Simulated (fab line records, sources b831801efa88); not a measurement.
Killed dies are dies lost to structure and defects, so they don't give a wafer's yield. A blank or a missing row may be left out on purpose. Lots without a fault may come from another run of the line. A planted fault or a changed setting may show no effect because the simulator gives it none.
Split-lot experiment | flow sky130 | 5 lots, 23 wafers read, on a route of 708 steps

THE SPLIT
At SKY_LI_CONTACT_COAT_07 (resist thk 450 nm), the setting spin_rpm was moved away from the recipe's 3000 rpm on 8 of the 23 wafers read, by -4.8% to +7.1%. The other wafers ran this setting at the recipe's value.

FROM THE SPLIT TO THE READING: what the file shows between them, 1 step
- SKY_LI_CONTACT_ETCH_14: etches BARC in N2/H2, stops on SiO2, time 45.9 s, target depth 60 nm (also split here: source_w)

THE READING
KrF-thick_of_LI_CONTACT_COAT_07.thk_nm (the simulator's own value, which no gauge read), in nm, at SKY_LI_CONTACT_ETCH_15 (etches PSG in C4F8/O2/Ar, stops on Si, target depth 600 nm). The file gives no usual value for it. The 15 wafers here that ran the recipe average 230.0 nm, standard deviation 3.5 nm.

wafer  | tool, chamber at the split | spin_rpm as run, rpm | against the recipe | KrF-thick_of_LI_CONTACT_COAT_07.thk_nm, nm | against lot-mates on the recipe
L074.1 | litho_track-04, 0          | 3000                 | recipe             | 226.2                                      | -
L074.2 | litho_track-04, 0          | 3000                 | recipe             | 229.5                                      | -
L074.3 | litho_track-04, 0          | 3000                 | recipe             | 230                                        | -
L074.5 | litho_track-04, 0          | 3000                 | recipe             | 230                                        | -
L074.6 | litho_track-04, 0          | 3000                 | recipe             | 224.4                                      | -
L075.1 | litho_track-04, 0          | 3214                 | +7.1%              | 207.2                                      | -19.9
L075.3 | litho_track-04, 0          | 3000                 | recipe             | 227.2                                      | -
L075.4 | litho_track-04, 0          | 3214                 | +7.1%              | 218.3                                      | -8.8
L075.5 | litho_track-04, 0          | 3000                 | recipe             | 228.8                                      | -
L075.6 | litho_track-04, 0          | 3000                 | recipe             | 225.4                                      | -
L077.1 | litho_track-02, 0          | 3132                 | +4.4%              | 219.8                                      | -13.7
L077.2 | litho_track-02, 0          | 3132                 | +4.4%              | 223                                        | -10.5
L077.4 | litho_track-02, 0          | 3000                 | recipe             | 235.5                                      | -
L077.5 | litho_track-02, 0          | 3132                 | +4.4%              | 222.1                                      | -11.4
L077.6 | litho_track-02, 0          | 3000                 | recipe             | 231.5                                      | -
L081.1 | litho_track-02, 0          | 3000                 | recipe             | 233.4                                      | -
L081.3 | litho_track-02, 0          | 3000                 | recipe             | 237.4                                      | -
L081.4 | litho_track-02, 0          | 3000                 | recipe             | 228.5                                      | -
L085.1 | litho_track-02, 0          | 3000                 | recipe             | 230.9                                      | -
L085.2 | litho_track-02, 0          | 3000                 | recipe             | 230.9                                      | -
L085.3 | litho_track-02, 0          | 2857                 | -4.8%              | 243.5                                      | +12.6
L085.4 | litho_track-02, 0          | 2857                 | -4.8%              | 243.4                                      | +12.5
L085.5 | litho_track-02, 0          | 2857                 | -4.8%              | 243.5                                      | +12.6

THE FIT
A straight line over all 23 wafers: KrF-thick_of_LI_CONTACT_COAT_07.thk_nm changes by -2.44 nm for each +1% of spin_rpm; r = -0.91; the points scatter about the line by 3.6 nm.
The same after taking each lot's own level away (the mean of its wafers on the recipe; 23 wafers): -2.39 nm for each +1%; r = -0.94; scatter 2.8 nm.
On that fit, the largest move of spin_rpm shifts the reading by 17 nm.
The lots' own levels span 227.13 to 233.50 nm, that is 1.8 times the standard deviation above.
So the lot-to-lot level changes the slope little: the two slopes agree.
Check: with one of the wafers moved furthest among these (+7.1%) left out of the fit, the line predicts -15.8 nm for it against its lot-mates. It came out at -19.9 nm against them.

OTHER SPLITS ON THESE WAFERS
These wafers also went through other splits before the reading. Each is held against what the fit with the lots' levels taken away leaves over:
other split on the same wafers           | wafers away from the commonest value | r with KrF-thick_of_LI_CONTACT_COAT_07.thk_nm (lot level and that fit taken away)
SKY_SD_P_DEVELOP_06 develop_time_s       | 6                                    | -0.16
SKY_SD_P_IMPLANT_09 dose_cm2             | 12                                   | +0.24
SKY_RES_XHIGH_IMPLANT_07 dose_cm2        | 11                                   | +0.00
SKY_SD_N_EXPOSE_04 dose_mj               | 9                                    | -0.01
SKY_SD_N_IMPLANT_10 energy_kev           | 7                                    | -0.22
SKY_LI_CONTACT_CMP_02 leave_above_ref_nm | 9                                    | +0.27
SKY_LI_CONTACT_ETCH_14 source_w          | 5                                    | -0.01

THE WHOLE CHAIN: every reading that the file lists as answering this split, in the file's order
step                    | what it does                                                         | reading                                                                                 | change (the file's fit)              | r (the file's)
SKY_LI_CONTACT_COAT_07  | resist thk 450 nm                                                    | KrF-thick_of_LI_CONTACT_COAT_07.thk_nm (the simulator's own value, which no gauge read) | -2.25 nm for each +1% of the setting | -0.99
SKY_LI_CONTACT_ETCH_14  | etches BARC in N2/H2, stops on SiO2, time 45.9 s, target depth 60 nm | KrF-thick_of_LI_CONTACT_COAT_07.thk_nm (the simulator's own value, which no gauge read) | -2.35 nm for each +1% of the setting | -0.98
SKY_LI_CONTACT_ETCH_15  | etches PSG in C4F8/O2/Ar, stops on Si, target depth 600 nm           | KrF-thick_of_LI_CONTACT_COAT_07.thk_nm (the simulator's own value, which no gauge read) | -2.31 nm for each +1% of the setting | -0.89
SKY_LI_CONTACT_STRIP_16 | strips in O2/N2                                                      | strip_time_to_endpoint_s                                                                | withheld for each +1% of the setting | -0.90

THE FILE'S OWN FIT
KrF-thick_of_LI_CONTACT_COAT_07.thk_nm changes by -2.31 nm for each +1% of spin_rpm, r = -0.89.
